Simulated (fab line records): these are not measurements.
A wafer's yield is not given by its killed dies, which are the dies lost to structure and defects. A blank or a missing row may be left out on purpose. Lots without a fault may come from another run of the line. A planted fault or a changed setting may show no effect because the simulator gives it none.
fab line records -- flow gf180mcu -- part 1 of 2: steps 1 to 24 of 34
[record] lots = 5, wafers = 15, last_day = 34
route steps=602 shown STI@22 DNWELL@32 NWELL@42 LVPWELL@54
lots that met no fault: from a run of the same line without faults
start_h: start of the lot's first displayed wafer, in hours after the record's first day -- wait_h: time in hours since the lot's previous step -- " identical to the entry in the row above -- L1.1+2: a row that stands for several wafers -- - value missing, or start not given -- * or withheld: withheld -- < > ~ a bound
route shown NAME@n: NAME is a module with steps in the file, n the number in the route of the first one -- usual: mean/standard deviation taken from wafers without a fault -- same: alike in all rows -- chamber/n: place in a boat -- sites: the reading at each site -- _std_site: how widely they spread, as a standard deviation -- _edge_site: the outer-site mean with the inner-site mean subtracted -- radius_mm: how far each site lies from the wafer's centre -- mask NAME#n: copy n -- behind: the most recent tool/chamber to have shaped the wafer -- hold: reason for holding the lot/hours on hold/outcome of the hold -- device: transistor that didn't switch, given as n, p or np -- end of line: the tests these same wafers got at the end of their route -- for a step that has no rows: nothing shown but its recipe -- killed: dies lost to structure and defects at the first sort, not the wafer's yield -- map: a wafer's dies, x killed, . not, _ none there
set.NAME: the setting as run; set.NAME@STEP: as run at that earlier step -- model.NAME: the simulator's own value behind a step, which no gauge read
lots at some steps of the route; a table a step, a row a wafer
services: when a tool's chamber went out of use (start_h, in hours from the record's first day, below 0 if earlier), for how many hours, and the reason
[[steps]]
[step GF_STI_OXIDATION_21]
[recipe] temp_c = 1000, ambient = O2, stabilise_s = 600, purge_s = 300, target_thk_a = 150, ox_time_s = 458
[usual] spike_tc_bottom_C = 1014.3/1.6, zone_power_lower_pct = 22.8/0.84
lot.wafer,tool,chamber,start_h,wait_h,spike_tc_bottom_C,zone_power_lower_pct
L074.1,furnace-01,0,27.24,0.0,1013.6,23.7
L074.2,furnace-01,0,27.24,0.0,1014.4,23.7
L074.3,furnace-01,0,27.24,0.0,1012.6,23.6
L075.2,furnace-02,0,31.89,0.0,1014.6,22.0
L075.3,furnace-02,0,31.89,0.0,1015.1,21.9
L075.6,furnace-02,0,31.89,0.0,1015.3,21.9
L076.1,furnace-02,0,39.62,1.3,1016.5,21.7
L076.2,furnace-02,0,39.62,1.3,1018.1,22.3
L076.6,furnace-02,0,39.62,1.3,1015.6,22.4
L078.1,furnace-02,0,46.66,0.0,1014.3,22.3
L078.4,furnace-02,0,46.66,0.0,1016.4,22.0
L078.5,furnace-02,0,46.66,0.0,1016.8,21.9
L096.1,furnace-02,0,139.78,0.5,1014.5,21.9
L096.2,furnace-02,0,139.78,0.5,1016.6,21.9
L096.4,furnace-02,0,139.78,0.5,1015.3,22.0
[step GF_STI_THK_MEAS_22]
[recipe] reads = SiO2_of_STI_OXIDATION_21
[usual] STI_OXIDATION_01_THK = 14.96/0.29
lot.wafer,tool,chamber,start_h,wait_h,STI_OXIDATION_01_THK[nm]
L074.1,film_metro-01,-,28.37,0.0,14.43
L074.2,film_metro-01,-,28.37,0.0,14.26
L074.3,film_metro-01,-,28.37,0.0,14.45
L075.2,film_metro-04,-,33.03,0.0,15.26
L075.3,film_metro-04,-,33.03,0.0,15.33
L075.6,film_metro-04,-,33.03,0.0,15.36
L076.1,film_metro-04,-,40.75,0.0,15.03
L076.2,film_metro-04,-,40.75,0.0,14.95
L076.6,film_metro-04,-,40.75,0.0,15.06
L078.1,film_metro-04,-,47.78,0.0,14.88
L078.4,film_metro-04,-,47.78,0.0,15.04
L078.5,film_metro-04,-,47.78,0.0,15.06
L096.1,film_metro-02,-,140.91,0.0,15.16
L096.2,film_metro-02,-,140.91,0.0,15.10
L096.4,film_metro-02,-,140.91,0.0,14.89
[step GF_STI_CVD_23]
[recipe] material = SiO2, target_thk_nm = 650, sigma_open_frac = 0.3, time_s = 108.3, temp_c = 600, sih4_flow_sccm = 60, pressure_mtorr = 6
lot.wafer,tool,chamber,start_h,wait_h
L074.1+2+3,hdpcvd-02,"2,1,0",28.43,0.1
L075.2+3+6,hdpcvd-02,"0,1,2",33.08,0.0
L076.1+2+6,hdpcvd-02,"1,2,2",40.81,0.1
L078.1+4+5,hdpcvd-01,"0,2,0",47.84,0.1
L096.1+2+4,hdpcvd-01,"1,2,0",140.97,0.1
[step GF_STI_THK_MEAS_24]
[recipe] reads = SiO2_of_STI_CVD_23
[usual] STI_CVD_23_THK = 646/6.3
lot.wafer,tool,chamber,start_h,wait_h,STI_CVD_23_THK[nm]
L074.1,film_metro-04,-,28.50,0.0,651
L074.2,film_metro-04,-,28.50,0.0,655
L074.3,film_metro-04,-,28.50,0.0,654
L075.2,film_metro-04,-,33.17,0.0,643
L075.3,film_metro-04,-,33.17,0.0,653
L075.6,film_metro-04,-,33.17,0.0,648
L076.1,film_metro-04,-,40.89,0.0,649
L076.2,film_metro-04,-,40.89,0.0,641
L076.6,film_metro-04,-,40.89,0.0,644
L078.1,film_metro-02,-,47.92,0.0,644
L078.4,film_metro-02,-,47.92,0.0,653
L078.5,film_metro-02,-,47.92,0.0,645
L096.1,film_metro-01,-,141.05,0.0,643
L096.2,film_metro-01,-,141.05,0.0,637
L096.4,film_metro-01,-,141.05,0.0,651
[step GF_STI_CMP_25]
[recipe] stop_on = Si3N4, t_overpolish_s = 33, down_force_psi = 4, platen_rpm = 60, target_thk_nm = 524.6, pad_velocity_m_s = 0.94248
[usual] motor_current_A = 12.0/0.51, overpolish_run_s = 32.999/0.0086, time_to_endpoint_s = 124/3.9
lot.wafer,tool,chamber,start_h,wait_h,motor_current_A,overpolish_run_s,time_to_endpoint_s
L074.3,cmp-02,2,28.56,0.0,12.1,33.012,123
L074.2,cmp-02,3,28.56,0.0,12.0,32.997,122
L074.1,cmp-02,0,28.56,0.0,12.4,32.997,125
L075.2,cmp-02,2,33.32,0.1,13.0,33.007,122
L075.3,cmp-02,3,33.32,0.1,12.4,32.994,117
L075.6,cmp-02,1,33.32,0.1,11.4,33.008,123
L076.1,cmp-01,3,40.95,0.1,10.9,32.990,126
L076.2,cmp-01,1,40.95,0.1,12.6,32.997,125
L076.6,cmp-01,0,40.95,0.1,12.3,33.005,125
L078.4,cmp-02,0,48.08,0.1,12.5,32.996,124
L078.1,cmp-02,1,48.08,0.1,11.9,32.992,120
L078.5,cmp-02,3,48.08,0.1,11.7,32.996,117
L096.2,cmp-02,2,141.11,0.0,12.4,33.000,128
L096.4,cmp-02,0,141.11,0.0,12.6,32.993,125
L096.1,cmp-02,1,141.11,0.0,11.3,32.989,123
[step GF_STI_WET_ETCH_26]
[recipe] chemistry = dHF, target_depth_nm = 94, target = SiO2, temp_c = 25, dilution = 10:1, time_s = 188
[usual] bath_heat_duty_pct = 6.4/0.71
lot.wafer,tool,chamber,start_h,wait_h,bath_heat_duty_pct
L074.1,wet_bench-04,0,28.86,0.1,6.5
L074.2,wet_bench-04,0,28.86,0.1,6.1
L074.3,wet_bench-04,0,28.86,0.1,5.8
L075.2,wet_bench-04,2,33.52,0.1,6.9
L075.3,wet_bench-04,2,33.52,0.1,6.9
L075.6,wet_bench-04,2,33.52,0.1,5.9
L076.1,wet_bench-01,0,41.25,0.2,5.9
L076.2,wet_bench-01,0,41.25,0.2,7.1
L076.6,wet_bench-01,0,41.25,0.2,6.1
L078.1,wet_bench-04,0,48.28,0.1,5.7
L078.4,wet_bench-04,0,48.28,0.1,6.1
L078.5,wet_bench-04,0,48.28,0.1,5.9
L096.1,wet_bench-01,2,141.41,0.1,5.6
L096.2,wet_bench-01,2,141.41,0.1,5.4
L096.4,wet_bench-01,2,141.41,0.1,5.1
[step GF_STI_WET_ETCH_27]
[recipe] chemistry = H3PO4, target_depth_nm = 160, target = Si3N4, temp_c = 160, time_s = 1825
[usual] bath_heat_duty_pct = 27.5/2.5
lot.wafer,tool,chamber,start_h,wait_h,bath_heat_duty_pct
L074.1,wet_bench-01,1,28.93,0.0,28.0
L074.2,wet_bench-01,1,28.93,0.0,28.1
L074.3,wet_bench-01,1,28.93,0.0,29.3
L075.2,wet_bench-03,1,33.58,0.0,28.1
L075.3,wet_bench-03,1,33.58,0.0,32.7
L075.6,wet_bench-03,1,33.58,0.0,29.7
L076.1,wet_bench-03,0,41.31,0.0,29.4
L076.2,wet_bench-03,0,41.31,0.0,28.7
L076.6,wet_bench-03,0,41.31,0.0,30.5
L078.1,wet_bench-03,1,48.34,0.0,31.0
L078.4,wet_bench-03,1,48.34,0.0,30.3
L078.5,wet_bench-03,1,48.34,0.0,31.6
L096.1,wet_bench-03,1,141.47,0.0,30.7
L096.2,wet_bench-03,1,141.47,0.0,28.0
L096.4,wet_bench-03,1,141.47,0.0,30.3
[step GF_STI_WET_ETCH_28]
[recipe] chemistry = dHF, target_depth_nm = 20, dry = ipa_marangoni, target = SiO2, temp_c = 25, dilution = 10:1, time_s = 40
[usual] bath_heat_duty_pct = 6.5/0.75
lot.wafer,tool,chamber,start_h,wait_h,bath_heat_duty_pct
L074.1,wet_bench-03,2,29.45,0.0,6.4
L074.2,wet_bench-03,2,29.45,0.0,7.6
L074.3,wet_bench-03,2,29.45,0.0,6.1
L075.2,wet_bench-01,1,34.09,0.0,6.6
L075.3,wet_bench-01,1,34.09,0.0,6.4
L075.6,wet_bench-01,1,34.09,0.0,6.2
L076.1,wet_bench-03,3,41.82,0.0,7.5
L076.2,wet_bench-03,3,41.82,0.0,6.8
L076.6,wet_bench-03,3,41.82,0.0,8.0
L078.1,wet_bench-01,2,48.86,0.0,4.8
L078.4,wet_bench-01,2,48.86,0.0,5.4
L078.5,wet_bench-01,2,48.86,0.0,4.9
L096.1,wet_bench-04,0,141.99,0.0,5.8
L096.2,wet_bench-04,0,141.99,0.0,5.3
L096.4,wet_bench-04,0,141.99,0.0,6.0
[step GF_STI_OXIDATION_29]
[recipe] temp_c = 900, ambient = O2, stabilise_s = 600, purge_s = 300, target_thk_a = 100, ox_time_s = 1418
[usual] spike_tc_bottom_C = 914.6/1.6, zone_power_lower_pct = 17.8/0.63
lot.wafer,tool,chamber,start_h,wait_h,spike_tc_bottom_C,zone_power_lower_pct
L074.1,furnace-02,0,29.47,0.0,915.5,17.5
L074.2,furnace-02,0,29.47,0.0,916.1,17.3
L074.3,furnace-02,0,29.47,0.0,916.4,17.3
L075.2,furnace-02,0,34.57,0.5,915.6,17.3
L075.3,furnace-02,0,34.57,0.5,915.6,17.1
L075.6,furnace-02,0,34.57,0.5,914.8,17.5
L076.1,furnace-01,0,43.79,1.9,912.6,18.5
L076.2,furnace-01,0,43.79,1.9,913.2,18.5
L076.6,furnace-01,0,43.79,1.9,914.1,18.6
L078.1,furnace-02,0,48.88,0.0,915.7,17.3
L078.4,furnace-02,0,48.88,0.0,915.0,17.8
L078.5,furnace-02,0,48.88,0.0,917.4,17.4
L096.1,furnace-01,0,142.01,0.0,910.6,18.6
L096.2,furnace-01,0,142.01,0.0,912.0,18.9
L096.4,furnace-01,0,142.01,0.0,913.2,18.4
[step GF_STI_THK_MEAS_30]
[recipe] reads = SiO2_of_STI_OXIDATION_29
[usual] STI_OXIDATION_02_THK = 10.00/0.2
lot.wafer,tool,chamber,start_h,wait_h,STI_OXIDATION_02_THK[nm]
L074.1,film_metro-04,-,30.86,0.0,10.06
L074.2,film_metro-04,-,30.86,0.0,9.92
L074.3,film_metro-04,-,30.86,0.0,9.93
L075.2,film_metro-01,-,35.98,0.0,10.01
L075.3,film_metro-01,-,35.98,0.0,9.96
L075.6,film_metro-01,-,35.98,0.0,9.99
L076.1,film_metro-02,-,45.19,0.0,9.73
L076.2,film_metro-02,-,45.19,0.0,9.85
L076.6,film_metro-02,-,45.19,0.0,9.84
L078.1,film_metro-04,-,50.27,0.0,10.22
L078.4,film_metro-04,-,50.27,0.0,10.07
L078.5,film_metro-04,-,50.27,0.0,10.16
L096.1,film_metro-01,-,143.40,0.0,10.06
L096.2,film_metro-01,-,143.40,0.0,10.13
L096.4,film_metro-01,-,143.40,0.0,10.03
[step GF_DNWELL_DEHYDRATE_00]
[recipe] temp_c = 200, time_s = 60
[usual] chill_plate_temp_C = 23.00/0.11, exhaust_pa = 45.2/0.88
lot.wafer,tool,chamber,start_h,wait_h,chill_plate_temp_C,exhaust_pa
L074.1,litho_track-01,0,36.71,5.8,23.16,44.6
L074.2,litho_track-01,0,36.71,5.8,23.01,45.2
L074.3,litho_track-01,0,36.71,5.8,23.01,44.6
L075.2,litho_track-02,0,41.61,5.6,23.07,45.7
L075.3,litho_track-02,0,41.61,5.6,22.86,45.8
L075.6,litho_track-02,0,41.61,5.6,22.95,47.0
L076.1,litho_track-04,0,50.50,5.3,23.25,45.5
L076.2,litho_track-04,0,50.50,5.3,23.08,45.4
L076.6,litho_track-04,0,50.50,5.3,23.11,44.8
L078.1,litho_track-02,0,56.23,6.0,22.93,47.2
L078.4,litho_track-02,0,56.23,6.0,22.87,46.7
L078.5,litho_track-02,0,56.23,6.0,22.94,45.1
L096.1,litho_track-01,0,150.66,7.2,23.04,44.7
L096.2,litho_track-01,0,150.66,7.2,22.99,45.5
L096.4,litho_track-01,0,150.66,7.2,22.95,46.3
[step GF_DNWELL_HMDS_01]
[recipe] prime_time_s = 60, prime_temp_c = 120
[usual] chill_plate_temp_C = 22.99/0.1, exhaust_pa = 45.0/0.92
lot.wafer,tool,chamber,start_h,wait_h,chill_plate_temp_C,exhaust_pa
L074.1,litho_track-01,0,36.86,0.1,23.06,45.5
L074.2,litho_track-01,0,36.86,0.1,22.97,44.7
L074.3,litho_track-01,0,36.86,0.1,23.04,44.9
L075.2,litho_track-02,0,41.76,0.1,22.94,45.7
L075.3,litho_track-02,0,41.76,0.1,22.99,45.4
L075.6,litho_track-02,0,41.76,0.1,22.98,46.1
L076.1,litho_track-04,0,50.65,0.1,22.90,43.5
L076.2,litho_track-04,0,50.65,0.1,22.99,44.6
L076.6,litho_track-04,0,50.65,0.1,22.90,44.6
L078.1,litho_track-02,0,56.38,0.1,23.04,44.8
L078.4,litho_track-02,0,56.38,0.1,23.14,44.7
L078.5,litho_track-02,0,56.38,0.1,23.00,44.5
L096.1,litho_track-01,0,150.81,0.1,23.03,45.0
L096.2,litho_track-01,0,150.81,0.1,23.07,44.2
L096.4,litho_track-01,0,150.81,0.1,23.07,43.6
[step GF_DNWELL_COAT_02]
[recipe] spin_rpm = 2000, resist_thk_nm = 3000
[usual] chill_plate_temp_C = 23.01/0.11, exhaust_pa = 44.9/0.96
lot.wafer,tool,chamber,start_h,wait_h,chill_plate_temp_C,exhaust_pa
L074.1,litho_track-01,0,37.01,0.1,22.92,43.7
L074.2,litho_track-01,0,37.01,0.1,22.93,46.0
L074.3,litho_track-01,0,37.01,0.1,22.73,45.6
L075.2,litho_track-02,0,41.91,0.1,23.04,44.0
L075.3,litho_track-02,0,41.91,0.1,23.26,44.2
L075.6,litho_track-02,0,41.91,0.1,23.20,44.7
L076.1,litho_track-04,0,50.80,0.1,23.05,46.0
L076.2,litho_track-04,0,50.80,0.1,23.02,46.0
L076.6,litho_track-04,0,50.80,0.1,23.10,45.8
L078.1,litho_track-02,0,56.53,0.1,23.03,44.8
L078.4,litho_track-02,0,56.53,0.1,23.19,44.9
L078.5,litho_track-02,0,56.53,0.1,22.89,47.3
L096.1,litho_track-01,0,150.96,0.1,23.03,44.1
L096.2,litho_track-01,0,150.96,0.1,23.00,44.0
L096.4,litho_track-01,0,150.96,0.1,23.07,45.2
[step GF_DNWELL_SOFTBAKE_03]
[recipe] temp_c = 110, time_s = withheld
[usual] chill_plate_temp_C = 23.00/0.1, exhaust_pa = 44.9/1
lot.wafer,tool,chamber,start_h,wait_h,chill_plate_temp_C,exhaust_pa
L074.1,litho_track-01,0,37.16,0.1,23.13,44.8
L074.2,litho_track-01,0,37.16,0.1,23.15,46.0
L074.3,litho_track-01,0,37.16,0.1,23.14,45.8
L075.2,litho_track-02,0,42.07,0.1,23.09,46.5
L075.3,litho_track-02,0,42.07,0.1,22.90,45.8
L075.6,litho_track-02,0,42.07,0.1,22.86,44.2
L076.1,litho_track-04,0,50.95,0.1,23.13,43.2
L076.2,litho_track-04,0,50.95,0.1,22.90,43.9
L076.6,litho_track-04,0,50.95,0.1,23.01,44.1
L078.1,litho_track-02,0,56.68,0.1,22.76,45.2
L078.4,litho_track-02,0,56.68,0.1,23.00,44.6
L078.5,litho_track-02,0,56.68,0.1,23.09,46.6
L096.1,litho_track-01,0,151.11,0.1,22.92,46.1
L096.2,litho_track-01,0,151.11,0.1,22.96,45.7
L096.4,litho_track-01,0,151.11,0.1,23.06,46.4
[step GF_DNWELL_EXPOSE_04]
[recipe] mask_id = DNWELL, target_cd_nm = 1700, na = 0.6, source_shape = conventional, sigma_outer = 0.6, dose_mj = 260
lot.wafer,tool,chamber,start_h,wait_h,mask
L074.1+2+3,iline_stepper-01,0,-,-,DNWELL#0
L075.2+3+6,iline_stepper-02,0,-,-,DNWELL#0
L076.1+2+6,iline_stepper-02,0,-,-,DNWELL#0
L078.1+4+5,iline_stepper-02,0,-,-,DNWELL#0
L096.1+2+4,iline_stepper-01,0,-,-,DNWELL#0
[step GF_DNWELL_PEB_05]
[recipe] temp_c = 115, time_s = withheld
[usual] chill_plate_temp_C = 23.00/0.11, exhaust_pa = 44.8/0.9
lot.wafer,tool,chamber,start_h,wait_h,chill_plate_temp_C,exhaust_pa
L074.1,litho_track-02,0,-,-,23.00,43.0
L074.2,litho_track-02,0,-,-,23.06,43.9
L074.3,litho_track-02,0,-,-,23.02,45.3
L075.2,litho_track-02,0,-,-,23.03,44.7
L075.3,litho_track-02,0,-,-,23.02,46.0
L075.6,litho_track-02,0,-,-,23.06,46.6
L076.1,litho_track-04,0,-,-,23.05,46.0
L076.2,litho_track-04,0,-,-,23.07,45.3
L076.6,litho_track-04,0,-,-,23.12,44.6
L078.1,litho_track-04,0,-,-,23.05,45.4
L078.4,litho_track-04,0,-,-,22.95,45.0
L078.5,litho_track-04,0,-,-,23.06,45.4
L096.1,litho_track-04,0,-,-,22.95,43.9
L096.2,litho_track-04,0,-,-,23.01,44.7
L096.4,litho_track-04,0,-,-,23.12,44.7
[step GF_DNWELL_DEVELOP_06]
[recipe] wall_angle_deg = 90, develop_time_s = 60, dev_temp_c = 23
[usual] chill_plate_temp_C = 22.99/0.11, exhaust_pa = 45.0/0.75
lot.wafer,tool,chamber,start_h,wait_h,chill_plate_temp_C,exhaust_pa
L074.1,litho_track-02,0,-,-,22.78,45.6
L074.2,litho_track-02,0,-,-,22.82,45.9
L074.3,litho_track-02,0,-,-,22.76,45.8
L075.2,litho_track-02,0,-,-,23.00,44.5
L075.3,litho_track-02,0,-,-,22.89,44.9
L075.6,litho_track-02,0,-,-,23.05,44.4
L076.1,litho_track-04,0,-,-,22.86,45.5
L076.2,litho_track-04,0,-,-,22.95,45.6
L076.6,litho_track-04,0,-,-,22.94,44.6
L078.1,litho_track-04,0,-,-,23.01,45.5
L078.4,litho_track-04,0,-,-,23.00,45.8
L078.5,litho_track-04,0,-,-,22.85,44.8
L096.1,litho_track-04,0,-,-,23.06,45.3
L096.2,litho_track-04,0,-,-,23.16,45.7
L096.4,litho_track-04,0,-,-,23.15,44.8
[step GF_DNWELL_IMPLANT_07]
[recipe] species = P, energy_kev = 1500, dose_cm2 = 1e+13, tilt_deg = 0
[same] implant_ion_amu = 31
lot.wafer,tool,chamber,start_h,wait_h
L074.1+2+3,implanter-01,0,43.58,-
L075.2+3+6,implanter-01,0,47.86,-
L076.1+2+6,implanter-03,0,57.65,-
L078.1+4+5,implanter-02,0,63.25,-
L096.1+2+4,implanter-02,0,159.35,-
[step GF_DNWELL_STRIP_08]
[recipe] chemistry = O2/N2, power_w = 1400, pressure_mtorr = 1500, platen_temp_c = 250, o2_flow_sccm = 3000, n2_flow_sccm = 300, overash_fraction = 0.5
[usual] drypump_motor_current_A = 5.8/0.52, heater_power_w = 333/36, oes_product_au = 0.722/0.005, strip_time_to_endpoint_s = 36.92/0.088
lot.wafer,tool,chamber,start_h,wait_h,drypump_motor_current_A,heater_power_w,oes_product_au,rf_hours_counter_h,strip_time_to_endpoint_s
L074.1,plasma_asher-01,1,43.73,0.1,6.4,375,0.714,39,36.84
L074.2,plasma_asher-01,0,43.73,0.1,5.1,284,0.722,39,36.76
L074.3,plasma_asher-01,1,43.73,0.1,6.4,378,0.718,-,36.70
L075.2,plasma_asher-01,0,47.98,0.1,5.1,291,0.721,39,36.94
L075.3,plasma_asher-01,0,47.98,0.1,5.1,293,0.720,-,36.88
L075.6,plasma_asher-01,0,47.98,0.1,5.1,288,0.722,-,36.98
L076.1,plasma_asher-02,0,57.80,0.1,6.1,323,0.725,41,36.86
L076.2,plasma_asher-02,1,57.80,0.1,6.0,327,0.727,41,36.96
L076.6,plasma_asher-02,1,57.80,0.1,5.9,333,0.717,-,37.00
L078.1,plasma_asher-01,1,63.40,0.1,6.4,380,0.730,41,36.98
L078.4,plasma_asher-01,1,63.40,0.1,6.4,383,0.727,-,37.03
L078.5,plasma_asher-01,1,63.40,0.1,6.4,376,0.722,-,36.91
L096.1,plasma_asher-01,0,159.50,0.1,5.1,290,0.717,51,36.82
L096.2,plasma_asher-01,1,159.50,0.1,6.4,373,0.722,51,37.02
L096.4,plasma_asher-01,0,159.50,0.1,5.1,283,0.714,-,37.00
[step GF_DNWELL_TW_MEAS_09]
[usual] DNWELL_TW = 1345/7.6
lot.wafer,tool,chamber,start_h,wait_h,DNWELL_TW
L074.1,film_metro-01,-,43.83,0.1,1345
L074.2,film_metro-01,-,43.83,0.1,1344
L074.3,film_metro-01,-,43.83,0.1,1354
L075.2,film_metro-03,-,48.09,0.1,1332
L075.3,film_metro-03,-,48.09,0.1,1339
L075.6,film_metro-03,-,48.09,0.1,1342
L076.1,film_metro-04,-,57.90,0.1,1345
L076.2,film_metro-04,-,57.90,0.1,1348
L076.6,film_metro-04,-,57.90,0.1,1351
L078.1,film_metro-03,-,63.50,0.1,1338
L078.4,film_metro-03,-,63.50,0.1,1341
L078.5,film_metro-03,-,63.50,0.1,1342
L096.1,film_metro-04,-,159.60,0.1,1335
L096.2,film_metro-04,-,159.60,0.1,1340
L096.4,film_metro-04,-,159.60,0.1,1338
[step GF_NWELL_DEHYDRATE_00]
[recipe] temp_c = 200, time_s = 60
[usual] chill_plate_temp_C = 23.03/0.1, exhaust_pa = 45.1/0.91
lot.wafer,tool,chamber,start_h,wait_h,chill_plate_temp_C,exhaust_pa
L074.1,litho_track-02,0,49.08,5.2,23.18,46.4
L074.2,litho_track-02,0,49.08,5.2,23.05,44.3
L074.3,litho_track-02,0,49.08,5.2,23.10,45.0
L075.2,litho_track-03,0,54.30,6.2,22.95,45.3
L075.3,litho_track-03,0,54.30,6.2,23.09,43.7
L075.6,litho_track-03,0,54.30,6.2,23.08,44.3
L076.1,litho_track-02,0,63.68,5.8,23.09,45.3
L076.2,litho_track-02,0,63.68,5.8,22.99,45.8
L076.6,litho_track-02,0,63.68,5.8,23.11,46.3
L078.1,litho_track-03,0,69.42,5.9,23.08,45.0
L078.4,litho_track-03,0,69.42,5.9,23.04,46.0
L078.5,litho_track-03,0,69.42,5.9,23.10,46.1
L096.1,litho_track-04,0,166.85,7.2,22.97,43.9
L096.2,litho_track-04,0,166.85,7.2,23.05,45.3
L096.4,litho_track-04,0,166.85,7.2,22.94,44.8
[step GF_NWELL_HMDS_01]
[recipe] prime_time_s = 60, prime_temp_c = 120
[usual] chill_plate_temp_C = 23.02/0.1, exhaust_pa = 45.3/0.86
lot.wafer,tool,chamber,start_h,wait_h,chill_plate_temp_C,exhaust_pa
L074.1,litho_track-02,0,49.23,0.1,22.92,45.6
L074.2,litho_track-02,0,49.23,0.1,22.90,45.7
L074.3,litho_track-02,0,49.23,0.1,22.99,45.2
L075.2,litho_track-03,0,54.45,0.1,23.01,44.6
L075.3,litho_track-03,0,54.45,0.1,23.13,44.1
L075.6,litho_track-03,0,54.45,0.1,23.02,45.1
L076.1,litho_track-02,0,63.83,0.1,23.25,45.0
L076.2,litho_track-02,0,63.83,0.1,23.01,44.2
L076.6,litho_track-02,0,63.83,0.1,23.14,46.7
L078.1,litho_track-03,0,69.57,0.1,23.02,45.1
L078.4,litho_track-03,0,69.57,0.1,22.99,46.3
L078.5,litho_track-03,0,69.57,0.1,22.91,45.9
L096.1,litho_track-04,0,167.00,0.1,23.04,45.4
L096.2,litho_track-04,0,167.00,0.1,23.05,46.8
L096.4,litho_track-04,0,167.00,0.1,23.31,45.8
[step GF_NWELL_COAT_02]
[recipe] spin_rpm = 2000, resist_thk_nm = 3000
[usual] chill_plate_temp_C = 22.99/0.12, exhaust_pa = 44.8/0.82
lot.wafer,tool,chamber,start_h,wait_h,chill_plate_temp_C,exhaust_pa
L074.1,litho_track-02,0,49.38,0.1,22.99,44.8
L074.2,litho_track-02,0,49.38,0.1,22.95,44.9
L074.3,litho_track-02,0,49.38,0.1,23.09,44.6
L075.2,litho_track-03,0,54.60,0.1,23.03,44.7
L075.3,litho_track-03,0,54.60,0.1,22.92,44.2
L075.6,litho_track-03,0,54.60,0.1,23.21,45.1
L076.1,litho_track-02,0,63.98,0.1,23.10,43.2
L076.2,litho_track-02,0,63.98,0.1,23.00,44.1
L076.6,litho_track-02,0,63.98,0.1,23.15,44.8
L078.1,litho_track-03,0,69.72,0.1,23.17,44.7
L078.4,litho_track-03,0,69.72,0.1,23.17,45.4
L078.5,litho_track-03,0,69.72,0.1,22.98,45.2
L096.1,litho_track-04,0,167.15,0.1,22.92,44.5
L096.2,litho_track-04,0,167.15,0.1,22.98,44.9
L096.4,litho_track-04,0,167.15,0.1,23.16,44.8
[step GF_NWELL_SOFTBAKE_03]
[recipe] temp_c = 110, time_s = withheld
[usual] chill_plate_temp_C = 23.00/0.13, exhaust_pa = 44.9/0.87
lot.wafer,tool,chamber,start_h,wait_h,chill_plate_temp_C,exhaust_pa
L074.1,litho_track-02,0,49.53,0.1,22.93,45.1
L074.2,litho_track-02,0,49.53,0.1,22.92,44.7
L074.3,litho_track-02,0,49.53,0.1,22.88,45.7
L075.2,litho_track-03,0,54.76,0.1,23.03,44.3
L075.3,litho_track-03,0,54.76,0.1,22.83,43.3
L075.6,litho_track-03,0,54.76,0.1,22.81,43.9
L076.1,litho_track-02,0,64.13,0.1,22.88,45.0
L076.2,litho_track-02,0,64.13,0.1,22.81,44.8
L076.6,litho_track-02,0,64.13,0.1,22.89,44.8
L078.1,litho_track-03,0,69.87,0.1,22.93,45.3
L078.4,litho_track-03,0,69.87,0.1,23.00,46.0
L078.5,litho_track-03,0,69.87,0.1,22.93,44.1
L096.1,litho_track-04,0,167.30,0.1,22.93,44.8
L096.2,litho_track-04,0,167.30,0.1,22.97,45.3
L096.4,litho_track-04,0,167.30,0.1,23.00,43.9
